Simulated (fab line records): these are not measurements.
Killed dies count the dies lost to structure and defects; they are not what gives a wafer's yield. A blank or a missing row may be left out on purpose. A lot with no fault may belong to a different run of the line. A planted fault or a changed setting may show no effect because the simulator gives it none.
The tool behind it: which one?    flow sfq_line    14 lots, 40 wafers sampled, at 2 steps of a route of 325

== WHAT THE GAUGES SHOWED, per wafer ==
The record lacks any reading of a measuring or inspecting step that a usual standard deviation could be used to judge.

== TOOL THAT RAN EACH LOT (tool first, then ch and the chambers of the sampled wafers, then the start) ==
lot   SFQ_TRILAYER_L0_CAP_PECVD_011   SFQ_TRILAYER_L0_VIA_ETCH_VIA_ETCH_016
L240  pecvd-01 ch 1,2, day 4 09:07    rie_diel-01 ch 2,3, day 7 10:42
L241  pecvd-04 ch 0,1, day 4 15:07    rie_diel-04 ch 2,3, day 7 19:06
L242  pecvd-01 ch 0,1, day 4 19:55    rie_diel-03 ch 0,3, day 8 03:30
L243  pecvd-04 ch 0,1,2, day 5 00:43  rie_diel-03 ch 1,2, day 8 09:30
L248  pecvd-04 ch 0,1, day 6 01:55    rie_diel-01 ch 0, day 10 05:48
L252  pecvd-04 ch 1,2, day 7 00:43    rie_diel-01 ch 1,2, day 11 06:40
L253  pecvd-01 ch 1,2, day 7 07:55    rie_diel-04 ch 0,2, day 11 12:40
L254  pecvd-02 ch 0,2, day 7 15:07    rie_diel-04 ch 0,1, day 12 00:01
L256  pecvd-02 ch 0,1,2, day 8 05:31  rie_diel-01 ch 0,1,3, day 12 09:37
L257  pecvd-01 ch 0,1,2, day 8 12:43  rie_diel-04 ch 1,2, day 12 18:08
L258  pecvd-02 ch 0,1, day 8 21:58    rie_diel-01 ch 1,2, day 13 01:53
L261  pecvd-04 ch 1,2, day 10 02:31   rie_diel-01 ch 2,3, day 14 00:40
L262  pecvd-01 ch 0,2, day 10 08:31   rie_diel-04 ch 1,2,3, day 14 07:52
L263  pecvd-04 ch 0,2, day 10 12:07   rie_diel-01 ch 0,3, day 14 15:04
- SFQ_TRILAYER_L0_CAP_PECVD_011: deposits SiO2 from SiH4/N2O, time 13.333 s, target thk 60 nm.
- SFQ_TRILAYER_L0_VIA_ETCH_VIA_ETCH_016: etches SiO2 in CHF3, stops on MoNx KI, target depth 80 nm.

== AS READ BY THE TOOLS THEMSELVES (means over the sampled wafers that have a number; for cases with no such wafer, the mark the record gives instead) ==
SFQ_TRILAYER_L0_CAP_PECVD_011.
lot   tool      heater_power_w (W)  throttle_valve_pct (%)
L240  pecvd-01  101                 25.6
L241  pecvd-04  100                 22.8
L242  pecvd-01  85                  25.4
L243  pecvd-04  105                 23.2
L248  pecvd-04  105                 22.9
L252  pecvd-04  96                  23.4
L253  pecvd-01  103                 25.6
L254  pecvd-02  83                  24.7
L256  pecvd-02  77                  24.0
L257  pecvd-01  94                  25.3
L258  pecvd-02  83                  23.1
L261  pecvd-04  103                 23.7
L262  pecvd-01  79                  25.3
L263  pecvd-04  103                 23.6

SFQ_TRILAYER_L0_VIA_ETCH_VIA_ETCH_016.
lot   tool         bias_w (W)  drypump_motor_current_A (A)  oes_product_au (a.u.)
L240  rie_diel-01  80.17       6.0                          0.843
L241  rie_diel-04  79.83       5.7                          0.840
L242  rie_diel-03  80.18       5.3                          0.843
L243  rie_diel-03  79.86       6.0                          0.839
L248  rie_diel-01  79.57       6.0                          0.866
L252  rie_diel-01  79.87       5.7                          0.863
L253  rie_diel-04  79.84       5.7                          0.836
L254  rie_diel-04  79.72       5.7                          0.843
L256  rie_diel-01  79.92       5.8                          0.836
L257  rie_diel-04  80.07       6.0                          0.834
L258  rie_diel-01  80.06       5.6                          0.845
L261  rie_diel-01  80.38       6.0                          0.841
L262  rie_diel-04  80.03       5.9                          0.845
L263  rie_diel-01  80.05       6.0                          0.846

== THE ANSWER, worked out from the rows above alone ==
Rule: what is usual is taken from the lots themselves. The widest of any qualifying gaps counts: lots, ordered by their means at a reading, are off when they make up no more than a third of the lots, leave a main group of 4 or more, and stand apart from it by 3 or more times the standard deviation of that group's means. A main group whose means are all the same, to the digits that the tables above print for the reading, isn't used. Also off: a lot with no number at a reading for which 4 or more lots have one. All remaining lots with rows at the step are treated as sound. The gauges are gone through in route order, then the tools' own readings, and for those a lot's mean is taken as printed above. At the first step where some lot is off, the reading lying furthest off is the one used; lots without a number count as furthest.
Off at SFQ_TRILAYER_L0_VIA_ETCH_VIA_ETCH_016 (oes_product_au): L248, L252. The main group has a mean of 0.841 a.u. with a standard deviation of 0.0038.
A tool fits if, at that step or a process step before it, it ran every lot that is off, and no sound lot after the first of them. No candidate that was tried fits.

== WHAT THE SIMULATOR HAD INSERTED ==
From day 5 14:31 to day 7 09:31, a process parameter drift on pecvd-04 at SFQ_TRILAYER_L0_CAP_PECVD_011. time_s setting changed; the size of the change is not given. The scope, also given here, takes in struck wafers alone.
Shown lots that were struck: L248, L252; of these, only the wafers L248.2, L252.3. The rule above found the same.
